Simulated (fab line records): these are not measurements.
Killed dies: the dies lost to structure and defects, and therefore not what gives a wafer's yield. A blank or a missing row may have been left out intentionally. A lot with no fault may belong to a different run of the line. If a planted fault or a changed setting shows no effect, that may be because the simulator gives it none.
fab line records -- flow sky130
record lots=14, wafers=42, lastDay=50
route steps=708 shown VT_ADJUST_LVTN@112 GATE_OXIDE@201 CONTACT@411 METAL1@436
lots that met no fault: taken from a fault-free run of the same line
startH: start of the lot's first displayed wafer, in hours after the record's first day -- waitH: hours elapsed since this lot's preceding step -- " the same as in the row above -- L1.1+2: several wafers, shown together as one row -- - value missing, or start not given -- * or withheld: withheld -- < > ~ a bound
route shown NAME@n: NAME is a module with steps in the file, n the number in the route of the first one -- usual: mean and standard deviation over wafers with no fault -- same: alike in all rows -- chamber/n: place in a boat -- sites: each site's reading -- _std_site: their standard deviation -- _edge_site: mean of outer sites minus mean of inner sites -- radiusMm: how far each site lies from the wafer's centre -- mask NAME#n: copy n -- behind: the last tool/chamber to shape the wafer -- hold: the reason the lot was held/the length of the hold in hours/how it ended -- device: which transistor (n, p or np) failed to switch -- end of line: the tests these same wafers got at the end of their route -- for a step that has no rows: nothing shown but its recipe -- killed: dies lost to structure and defects at the first sort, not the wafer's yield -- map: per-die view of a wafer (x killed, . not killed, _ where there is no die)
set.NAME: the setting as run; set.NAME@STEP: as run at that earlier step -- model.NAME: the simulator's own value behind a step, which no gauge read
a sample of lots followed through the steps of the route, with each step as a table and each wafer as a row
services: when a tool's chamber went out of use (startH, in hours from the record's first day, below 0 if earlier), for how many hours, and the reason
## steps
# step SKY_VT_ADJUST_LVTN_EXPOSE_15
# recipe maskId=HVN_STD_DERIVED, na=0.6, sourceShape=conventional, sigmaOuter=0.6, polarization=unpolarized, targetCdNm=600, doseMj=163
# usual exposureDoseMJCm2=162.98/0.17, focusOffsetNm=-0.1/0.48
lot.wafer,tool,chamber,startH,waitH,mask,exposureDoseMJCm2,focusOffsetNm
L617.1,ilineStepper-02,0,166.31,-,HVN_STD_DERIVED#0,163.14,-0.8
L617.3,ilineStepper-02,0,166.31,-,HVN_STD_DERIVED#0,163.17,0.0
L617.5,ilineStepper-02,0,166.31,-,HVN_STD_DERIVED#0,162.99,0.6
L618.1,ilineStepper-01,0,174.12,-,HVN_STD_DERIVED#0,162.88,-0.4
L618.4,ilineStepper-01,0,174.12,-,HVN_STD_DERIVED#0,162.80,-0.2
L618.5,ilineStepper-01,0,174.12,-,HVN_STD_DERIVED#0,162.95,0.0
L619.3,ilineStepper-01,0,179.45,-,HVN_STD_DERIVED#0,163.16,0.5
L619.4,ilineStepper-01,0,179.45,-,HVN_STD_DERIVED#0,162.82,0.1
L619.6,ilineStepper-01,0,179.45,-,HVN_STD_DERIVED#0,162.99,0.3
L621.1,ilineStepper-02,0,193.14,-,HVN_STD_DERIVED#0,162.81,0.6
L621.4,ilineStepper-02,0,193.14,-,HVN_STD_DERIVED#0,163.12,-0.3
L621.5,ilineStepper-02,0,193.14,-,HVN_STD_DERIVED#0,162.77,0.6
L622.3,ilineStepper-01,0,199.60,-,HVN_STD_DERIVED#0,162.85,-0.8
L622.5,ilineStepper-01,0,199.60,-,HVN_STD_DERIVED#0,163.12,-0.6
L622.6,ilineStepper-01,0,199.60,-,HVN_STD_DERIVED#0,163.15,-0.1
L624.1,ilineStepper-01,-,208.80,-,HVN_STD_DERIVED#0,-,-
L624.5,ilineStepper-01,-,208.80,-,HVN_STD_DERIVED#0,-,-
L624.6,ilineStepper-01,-,208.80,-,HVN_STD_DERIVED#0,-,-
L625.1,ilineStepper-01,-,217.10,-,HVN_STD_DERIVED#0,-,-
L625.3,ilineStepper-01,-,217.10,-,HVN_STD_DERIVED#0,-,-
L625.5,ilineStepper-01,-,217.10,-,HVN_STD_DERIVED#0,-,-
L631.2,ilineStepper-02,0,259.48,-,HVN_STD_DERIVED#0,162.81,-0.4
L631.3,ilineStepper-02,0,259.48,-,HVN_STD_DERIVED#0,162.92,0.5
L631.4,ilineStepper-02,0,259.48,-,HVN_STD_DERIVED#0,162.88,0.3
L633.2,ilineStepper-01,0,280.93,-,HVN_STD_DERIVED#0,163.19,0.2
L633.5,ilineStepper-01,0,280.93,-,HVN_STD_DERIVED#0,163.20,0.1
L633.6,ilineStepper-01,0,280.93,-,HVN_STD_DERIVED#0,163.07,-0.2
L634.2,ilineStepper-02,0,283.78,-,HVN_STD_DERIVED#0,163.10,-0.8
L634.3,ilineStepper-02,0,283.78,-,HVN_STD_DERIVED#0,163.27,-0.7
L634.5,ilineStepper-02,0,283.78,-,HVN_STD_DERIVED#0,163.03,-1.2
L635.2,ilineStepper-01,0,288.54,-,HVN_STD_DERIVED#0,163.14,0.2
L635.3,ilineStepper-01,0,288.54,-,HVN_STD_DERIVED#0,163.20,0.3
L635.5,ilineStepper-01,0,288.54,-,HVN_STD_DERIVED#0,163.29,0.3
L636.1,ilineStepper-01,0,297.23,-,HVN_STD_DERIVED#0,163.13,0.5
L636.2,ilineStepper-01,0,297.23,-,HVN_STD_DERIVED#0,162.92,0.9
L636.3,ilineStepper-01,0,297.23,-,HVN_STD_DERIVED#0,162.81,0.4
L637.1,ilineStepper-01,0,300.03,-,HVN_STD_DERIVED#0,162.93,0.4
L637.3,ilineStepper-01,0,300.03,-,HVN_STD_DERIVED#0,162.92,0.0
L637.6,ilineStepper-01,0,300.03,-,HVN_STD_DERIVED#0,162.64,0.0
L638.1,ilineStepper-01,0,308.38,-,HVN_STD_DERIVED#0,162.63,0.2
L638.2,ilineStepper-01,0,308.38,-,HVN_STD_DERIVED#0,162.97,-0.6
L638.4,ilineStepper-01,0,308.38,-,HVN_STD_DERIVED#0,162.81,0.0
# step SKY_GATE_OXIDE_TW_MEAS_14
# usual GATE_OXIDE_TW=222.6/2.3
lot.wafer,tool,chamber,startH,waitH,GATE_OXIDE_TW
L617.1,filmMetro-02,-,324.62,0.1,225.6
L617.3,filmMetro-02,-,324.62,0.1,223.7
L617.5,filmMetro-02,-,324.62,0.1,224.2
L618.1,filmMetro-04,-,334.18,0.1,220.4
L618.4,filmMetro-04,-,334.18,0.1,219.9
L618.5,filmMetro-04,-,334.18,0.1,219.9
L619.3,filmMetro-04,-,345.15,0.1,219.5
L619.4,filmMetro-04,-,345.15,0.1,220.2
L619.6,filmMetro-04,-,345.15,0.1,218.8
L621.1,filmMetro-04,-,363.07,0.1,219.3
L621.4,filmMetro-04,-,363.07,0.1,220.3
L621.5,filmMetro-04,-,363.07,0.1,219.3
L622.3,filmMetro-03,-,371.49,0.1,224.7
L622.5,filmMetro-03,-,371.49,0.1,224.7
L622.6,filmMetro-03,-,371.49,0.1,224.5
L624.1,filmMetro-03,-,379.49,0.1,226.1
L624.5,filmMetro-03,-,379.49,0.1,223.9
L624.6,filmMetro-03,-,379.49,0.1,223.7
L625.1,filmMetro-04,-,391.88,0.1,221.2
L625.3,filmMetro-04,-,391.88,0.1,220.1
L625.5,filmMetro-04,-,391.88,0.1,219.6
L631.2,filmMetro-04,-,450.78,0.1,220.2
L631.3,filmMetro-04,-,450.78,0.1,220.2
L631.4,filmMetro-04,-,450.78,0.1,219.5
L633.2,filmMetro-02,-,474.34,0.1,222.5
L633.5,filmMetro-02,-,474.34,0.1,222.7
L633.6,filmMetro-02,-,474.34,0.1,222.8
L634.2,filmMetro-02,-,475.45,0.1,223.3
L634.3,filmMetro-02,-,475.45,0.1,222.4
L634.5,filmMetro-02,-,475.45,0.1,223.6
L635.2,filmMetro-02,-,484.48,0.1,224.7
L635.3,filmMetro-02,-,484.48,0.1,223.3
L635.5,filmMetro-02,-,484.48,0.1,221.0
L636.1,filmMetro-02,-,490.87,0.1,223.2
L636.2,filmMetro-02,-,490.87,0.1,221.8
L636.3,filmMetro-02,-,490.87,0.1,222.8
L637.1,filmMetro-04,-,494.78,0.1,222.4
L637.3,filmMetro-04,-,494.78,0.1,220.2
L637.6,filmMetro-04,-,494.78,0.1,220.6
L638.1,filmMetro-04,-,500.94,0.1,220.3
L638.2,filmMetro-04,-,500.94,0.1,218.8
L638.4,filmMetro-04,-,500.94,0.1,220.4
# step SKY_CONTACT_BOW_MEAS_05
# recipe mode=bow
# usual CONTACT_BOW=81/7
lot.wafer,tool,chamber,startH,waitH,CONTACT_BOW[um]
L617.1,filmMetro-03,-,725.06,0.2,86
L617.3,filmMetro-03,-,725.06,0.2,84
L617.5,filmMetro-03,-,725.06,0.2,86
L618.1,filmMetro-03,-,738.13,0.1,78
L618.4,filmMetro-03,-,738.13,0.1,89
L618.5,filmMetro-03,-,738.13,0.1,77
L619.3,filmMetro-01,-,755.37,0.3,78
L619.4,filmMetro-01,-,755.37,0.3,77
L619.6,filmMetro-01,-,755.37,0.3,71
L621.1,filmMetro-02,-,764.57,0.2,76
L621.4,filmMetro-02,-,764.57,0.2,87
L621.5,filmMetro-02,-,764.57,0.2,81
L622.3,filmMetro-02,-,772.16,0.2,90
L622.5,filmMetro-02,-,772.16,0.2,73
L622.6,filmMetro-02,-,772.16,0.2,92
L624.1,filmMetro-03,-,773.47,0.2,77
L624.5,filmMetro-03,-,773.47,0.2,79
L624.6,filmMetro-03,-,773.47,0.2,80
L625.1,filmMetro-02,-,786.92,0.2,93
L625.3,filmMetro-02,-,786.92,0.2,77
L625.5,filmMetro-02,-,786.92,0.2,85
L631.2,filmMetro-02,-,836.93,0.1,87
L631.3,filmMetro-02,-,836.93,0.1,87
L631.4,filmMetro-02,-,836.93,0.1,70
L633.2,filmMetro-01,-,855.21,0.1,91
L633.5,filmMetro-01,-,855.21,0.1,76
L633.6,filmMetro-01,-,855.21,0.1,71
L634.2,filmMetro-02,-,860.88,0.3,85
L634.3,filmMetro-02,-,860.88,0.3,83
L634.5,filmMetro-02,-,860.88,0.3,79
L635.2,filmMetro-02,-,862.44,0.1,81
L635.3,filmMetro-02,-,862.44,0.1,91
L635.5,filmMetro-02,-,862.44,0.1,79
L636.1,filmMetro-02,-,872.23,0.1,76
L636.2,filmMetro-02,-,872.23,0.1,81
L636.3,filmMetro-02,-,872.23,0.1,78
L637.1,filmMetro-02,-,876.68,0.2,70
L637.3,filmMetro-02,-,876.68,0.2,72
L637.6,filmMetro-02,-,876.68,0.2,73
L638.1,filmMetro-03,-,881.07,0.1,69
L638.2,filmMetro-03,-,881.07,0.1,73
L638.4,filmMetro-03,-,881.07,0.1,85
# step SKY_METAL1_SPUTTER_02
# recipe material=AlCu, targetThkNm=250, powerW=10600, timeS=13.3, chamberPressurePa=0.4
# usual throttleValvePct=30.1/0.92
lot.wafer,tool,chamber,startH,waitH,throttleValvePct
L617.1,pvdSputter-02,-,754.42,0.0,29.1
L617.3,pvdSputter-02,-,754.42,0.0,29.2
L617.5,pvdSputter-02,-,754.42,0.0,29.3
L618.1,pvdSputter-04,-,767.59,0.0,31.0
L618.4,pvdSputter-04,-,767.59,0.0,31.1
L618.5,pvdSputter-04,-,767.59,0.0,31.1
L619.3,pvdSputter-04,-,784.18,0.0,30.8
L619.4,pvdSputter-04,-,784.18,0.0,29.7
L619.6,pvdSputter-04,-,784.18,0.0,31.3
L621.1,pvdSputter-04,-,793.34,0.0,29.7
L621.4,pvdSputter-04,-,793.34,0.0,30.9
L621.5,pvdSputter-04,-,793.34,0.0,31.1
L622.3,pvdSputter-04,-,800.67,0.0,31.2
L622.5,pvdSputter-04,-,800.67,0.0,29.8
L622.6,pvdSputter-04,-,800.67,0.0,31.2
L624.1,pvdSputter-04,-,802.92,0.0,30.8
L624.5,pvdSputter-04,-,802.92,0.0,29.7
L624.6,pvdSputter-04,-,802.92,0.0,31.2
L625.1,pvdSputter-04,-,814.98,0.0,30.9
L625.3,pvdSputter-04,-,814.98,0.0,31.4
L625.5,pvdSputter-04,-,814.98,0.0,31.1
L631.2,pvdSputter-02,-,864.64,0.0,28.9
L631.3,pvdSputter-02,-,864.64,0.0,29.1
L631.4,pvdSputter-02,-,864.64,0.0,29.0
L633.2,pvdSputter-04,-,882.94,0.0,31.0
L633.5,pvdSputter-04,-,882.94,0.0,31.0
L633.6,pvdSputter-04,-,882.94,0.0,31.0
L634.2,pvdSputter-01,-,888.24,0.0,30.2
L634.3,pvdSputter-01,-,888.24,0.0,31.0
L634.5,pvdSputter-01,-,888.24,0.0,31.0
L635.2,pvdSputter-02,-,890.04,0.0,28.8
L635.3,pvdSputter-02,-,890.04,0.0,29.2
L635.5,pvdSputter-02,-,890.04,0.0,29.1
L636.1,pvdSputter-01,-,899.60,0.0,30.1
L636.2,pvdSputter-01,-,899.60,0.0,31.1
L636.3,pvdSputter-01,-,899.60,0.0,29.9
L637.1,pvdSputter-04,-,904.04,0.0,31.3
L637.3,pvdSputter-04,-,904.04,0.0,31.1
L637.6,pvdSputter-04,-,904.04,0.0,31.3
L638.1,pvdSputter-02,-,908.11,0.0,29.0
L638.2,pvdSputter-02,-,908.11,0.0,28.9
L638.4,pvdSputter-02,-,908.11,0.0,29.2
## services
tool,chamber,startH,hours,kind
pvdSputter-02,-,200.49,1.5,repair
ilineStepper-02,-,223.43,1.6,repair
ilineStepper-02,-,229.01,11.9,repair
ilineStepper-02,-,256.77,1.7,pm
pvdSputter-02,-,273.56,0.9,repair
ilineStepper-01,-,325.59,6.8,repair
pvdSputter-02,-,330.00,1.1,repair
ilineStepper-01,-,342.19,4.1,repair
ilineStepper-01,-,359.45,1.7,pm
ilineStepper-01,-,381.90,2.1,pm
ilineStepper-01,-,461.15,2.9,repair
ilineStepper-01,-,487.74,14.0,repair
ilineStepper-01,-,507.80,9.6,repair
pvdSputter-04,-,548.37,6.0,repair
ilineStepper-01,-,550.71,1.5,repair
ilineStepper-01,-,577.63,1.7,pm
ilineStepper-01,-,718.54,11.3,repair
pvdSputter-04,-,737.39,2.1,repair
ilineStepper-01,-,795.81,1.7,pm
pvdSputter-04,-,799.44,1.1,repair
pvdSputter-04,-,820.51,9.1,repair
ilineStepper-01,-,823.07,0.7,repair
pvdSputter-04,-,862.87,2.7,repair
ilineStepper-01,-,866.39,1.4,repair
## key
firstSign step=SKY_VT_ADJUST_LVTN_EXPOSE_15, reading=toolRecord, direction=missing
effect none on later readings
metAt SKY_VT_ADJUST_LVTN_EXPOSE_15
struckLots L624,L625
sortLeftOut L624.1,L624.5,L624.6,L625.1,L625.3,L625.5
testerLeftOut L624,L625
notActingAt SKY_GATE_OXIDE_TW_MEAS_14,SKY_CONTACT_BOW_MEAS_05,SKY_METAL1_SPUTTER_02
onsetBetween 199.60 208.80
fault kind=skippedStepWhole, tool=ilineStepper-01, chamber=-, onsetH=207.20, steps=SKY_VT_ADJUST_LVTN_EXPOSE_15, scope=struckLotsOnly
# testerLeftOut: of these lots the tester's yield and bins aren't shown, on N5 and GAA mostly nor the transistor test; their killed dies are dies lost to structure and defects alone, not to doping, threshold or leakage, so they don't give the yield
# sortLeftOut: the simulated sort isn't trusted on such a fault, so these wafers' sort isn't shown, and their yield isn't known
